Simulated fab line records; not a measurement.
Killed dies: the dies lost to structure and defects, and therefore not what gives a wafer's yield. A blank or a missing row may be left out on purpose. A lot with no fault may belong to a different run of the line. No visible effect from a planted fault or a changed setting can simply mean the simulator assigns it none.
Check of tool commonality | flow sky130 | 14 lots and 42 wafers in the sample

## WHY IT WAS OPENED
Of 14 lots, 2 have the reading SD_N_TW flagged at SKY_SD_N_TW_MEAS_12. Wafers without a fault read 3952, standard deviation 26.
Rule: a lot is flagged in two cases, either no wafer of it has a number, or all its wafers with numbers fall more than 4 standard deviations from that mean. All remaining lots are regarded as sound.

lot  | measured     | on            | SD_N_TW, wafer by wafer | flag
L369 | day 27 16:42 | film metro-02 | 3944 3946 3941          |
L370 | day 27 21:51 | film metro-01 | 3980 3986 4004          |
L371 | day 28 16:38 | film metro-01 | 3989 3976 3992          |
L372 | day 29 01:08 | film metro-02 | 3936 3941 3928          |
L373 | day 29 02:50 | film metro-02 | 3961 3962 3952          |
L374 | day 29 10:29 | film metro-02 | 3958 3932 3953          |
L375 | day 30 02:18 | film metro-02 | 3983 3990 3972          |
L376 | day 30 11:20 | film metro-01 | 1384 1383 1380          | FLAGGED
L377 | day 30 16:46 | film metro-03 | 1366 1369 1367          | FLAGGED
L384 | day 34 10:38 | film metro-02 | 3947 3949 3948          |
L385 | day 34 11:41 | film metro-03 | 3952 3932 3945          |
L387 | day 35 00:11 | film metro-01 | 3978 3961 3957          |
L388 | day 35 20:11 | film metro-01 | 3957 3945 3947          |
L391 | day 35 22:08 | film metro-03 | 3890 3907 3906          |
Averaged over the flagged lots the numbers come to 1375, -2577 from the usual (-99 or more standard deviations).

## WHICH TOOL EACH LOT WENT THROUGH
3 process steps preceding the reading are held in the record, out of 708 steps in the route. Each cell gives the tool, then ch followed by the chambers the sampled wafers passed through, then the start.
lot  | flag    | SKY_LDD_HVP_STRIP_09                 | SKY_SD_N_IMPLANT_09             | SKY_SD_N_STRIP_11
L369 |         | plasma asher-03 ch 0,1, day 21 10:23 | implanter-04 ch 0, day 27 16:19 | plasma asher-04 ch 0,1, day 27 16:35
L370 |         | plasma asher-03 ch 0,1, day 21 16:19 | implanter-01 ch 0, day 27 21:29 | plasma asher-04 ch 0,1, day 27 21:46
L371 |         | plasma asher-04 ch 0,1, day 21 23:32 | implanter-01 ch 0, day 28 16:14 | plasma asher-04 ch 0,1, day 28 16:32
L372 |         | plasma asher-02 ch 0,1, day 22 21:28 | implanter-02 ch 0, day 29 00:44 | plasma asher-03 ch 0,1, day 29 01:02
L373 |         | plasma asher-04 ch 0,1, day 22 23:28 | implanter-04 ch 0, day 29 02:27 | plasma asher-01 ch 0,1, day 29 02:44
L374 |         | plasma asher-02 ch 1, day 23 09:31   | implanter-01 ch 0, day 29 10:05 | plasma asher-04 ch 1, day 29 10:23
L375 |         | plasma asher-02 ch 0,1, day 24 01:36 | implanter-01 ch 0, day 30 01:56 | plasma asher-03 ch 0,1, day 30 02:13
L376 | FLAGGED | plasma asher-02 ch 0,1, day 24 10:01 | implanter-02, day 30 10:56      | plasma asher-01 ch 1, day 30 11:14
L377 | FLAGGED | plasma asher-02 ch 0,1, day 24 16:49 | implanter-04, day 30 16:23      | plasma asher-04 ch 0,1, day 30 16:40
L384 |         | plasma asher-04 ch 0,1, day 28 16:08 | implanter-01 ch 0, day 34 10:14 | plasma asher-03 ch 0,1, day 34 10:32
L385 |         | plasma asher-03 ch 0,1, day 28 17:20 | implanter-02 ch 0, day 34 11:17 | plasma asher-01 ch 0,1, day 34 11:35
L387 |         | plasma asher-03 ch 0,1, day 29 06:49 | implanter-04 ch 0, day 34 23:47 | plasma asher-01 ch 0,1, day 35 00:05
L388 |         | plasma asher-04 ch 0,1, day 30 03:52 | implanter-04 ch 0, day 35 19:47 | plasma asher-01 ch 0,1, day 35 20:05
L391 |         | plasma asher-02 ch 0,1, day 30 05:07 | implanter-04 ch 0, day 35 21:44 | plasma asher-01 ch 0,1, day 35 22:02
What is done by these steps:
- SKY_LDD_HVP_STRIP_09: strips in O2/N2.
- SKY_SD_N_IMPLANT_09
- SKY_SD_N_STRIP_11: strips in O2/N2.
- SKY_SD_N_TW_MEAS_12

## FLAGGED OVER TOTAL, TOOL BY TOOL (the gauges that took the reading come last)
step                 | tool            | lots run | flagged | share of the flagged lots | sound lots run after its first flagged lot
SKY_LDD_HVP_STRIP_09 | plasma asher-02 | 6        | 2       | all                       | 1 (L391)
SKY_LDD_HVP_STRIP_09 | plasma asher-03 | 4        | 0       | none                      | -
SKY_LDD_HVP_STRIP_09 | plasma asher-04 | 4        | 0       | none                      | -
SKY_SD_N_IMPLANT_09  | implanter-01    | 5        | 0       | none                      | -
SKY_SD_N_IMPLANT_09  | implanter-02    | 3        | 1       | some                      | 1 (L385)
SKY_SD_N_IMPLANT_09  | implanter-04    | 6        | 1       | some                      | 3 (L387,L388,L391)
SKY_SD_N_STRIP_11    | plasma asher-01 | 6        | 1       | some                      | 4 (L385,L387,L388,L391)
SKY_SD_N_STRIP_11    | plasma asher-03 | 3        | 0       | none                      | -
SKY_SD_N_STRIP_11    | plasma asher-04 | 5        | 1       | some                      | 0
SKY_SD_N_TW_MEAS_12  | film metro-01   | 5        | 1       | some                      | 2 (L387,L388)
SKY_SD_N_TW_MEAS_12  | film metro-02   | 6        | 0       | none                      | -
SKY_SD_N_TW_MEAS_12  | film metro-03   | 3        | 1       | some                      | 2 (L385,L391)

## WHAT IS ALLOWED BY THE TABLE
All flagged lots share 1 row of the table, namely plasma asher-02 at SKY_LDD_HVP_STRIP_09.
- plasma asher-02 at SKY_LDD_HVP_STRIP_09: 2 of its 6 lots flagged. Lots that were sound ran on it after the first flagged one (L391); a persistent fault on the entire tool would not allow that.
No row of the table ran every flagged lot and no sound lot after the first.

## WHAT THE SIMULATOR HAD INSERTED
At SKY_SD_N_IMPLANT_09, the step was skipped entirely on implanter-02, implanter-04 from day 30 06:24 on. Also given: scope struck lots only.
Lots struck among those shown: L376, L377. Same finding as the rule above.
